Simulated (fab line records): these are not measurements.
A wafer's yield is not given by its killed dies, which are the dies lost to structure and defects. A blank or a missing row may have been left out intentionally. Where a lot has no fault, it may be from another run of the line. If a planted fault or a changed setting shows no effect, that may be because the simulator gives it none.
Matching of chambers + flow sky130 + SKY_VIA2_CMP_02 on cmp-01: 4 sister chambers
The step polishes SiO2. 8 wafers are shown with their chamber, then 11 later ones without.

## WAFERS PAIRED WITH THEIR CHAMBERS
| wafer  | chamber | motor-current-A (A) | slurry-flow-ml-min |
|--------|---------|---------------------|--------------------|
| L076.1 | 3       | 11.0                | 149.8              |
| L087.1 | 2       | 11.8                | 149.8              |
| L087.6 | 2       | 12.1                | 150.1              |
| L088.2 | 3       | 10.7                | 149.8              |
| L088.4 | 0       | 10.5                | 150.2              |
| L089.5 | 0       | 10.6                | 150.3              |
| L089.6 | 1       | 9.8                 | 148.7              |
| L090.3 | 1       | 10.2                | 150.3              |

## WAFERS WITH NO CHAMBER GIVEN
| wafer  | motor-current-A (A) | slurry-flow-ml-min |
|--------|---------------------|--------------------|
| L090.5 | 10.6                | 150.5              |
| L090.6 | 10.2                | 150.1              |
| L092.2 | 10.5                | 149.9              |
| L092.4 | 10.8                | 150.5              |
| L092.5 | 11.9                | 150.4              |
| L095.1 | 10.1                | 149.3              |
| L095.3 | 10.3                | 150.0              |
| L095.5 | 10.8                | 149.4              |
| L097.4 | 10.2                | 150.6              |
| L097.5 | 11.0                | 149.5              |
| L097.6 | 11.4                | 149.7              |

## WHICH CHAMBER EACH WENT THROUGH
| wafer  | from the rows above          | in truth |
|--------|------------------------------|----------|
| L090.5 | can't be placed: 0 or 3      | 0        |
| L090.6 | can't be placed: 1 or 0 or 3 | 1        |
| L092.2 | can't be placed: 0 or 3 or 1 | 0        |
| L092.4 | can't be placed: 3 or 0      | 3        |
| L092.5 | 2                            | 2        |
| L095.1 | 1                            | 1        |
| L095.3 | can't be placed: 0 or 1 or 3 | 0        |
| L095.5 | can't be placed: 3 or 0      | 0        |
| L097.4 | can't be placed: 0 or 1 or 3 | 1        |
| L097.5 | can't be placed: 3 or 0      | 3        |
| L097.6 | can't be placed: 3 or 2 or 0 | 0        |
Placed correctly: 2 of 11. Cannot be placed on the basis of these rows: 9; the candidates contain the true chamber in 9. 0 placed wrongly.
How it was worked out, from the rows above alone: a wafer's distance from a chamber is the root of the sum, over the readings, of the square of ((its reading less the chamber's mean) divided by the reading's scatter). The wafer belongs to the nearest chamber; if the next one is less than 2 further off, it can't be placed. A chamber's mean is the mean of its shown wafers. The scatter is the square root of a quotient: the sum, over the shown wafers, of each reading's squared deviation from its chamber's mean, divided by wafers minus chambers.
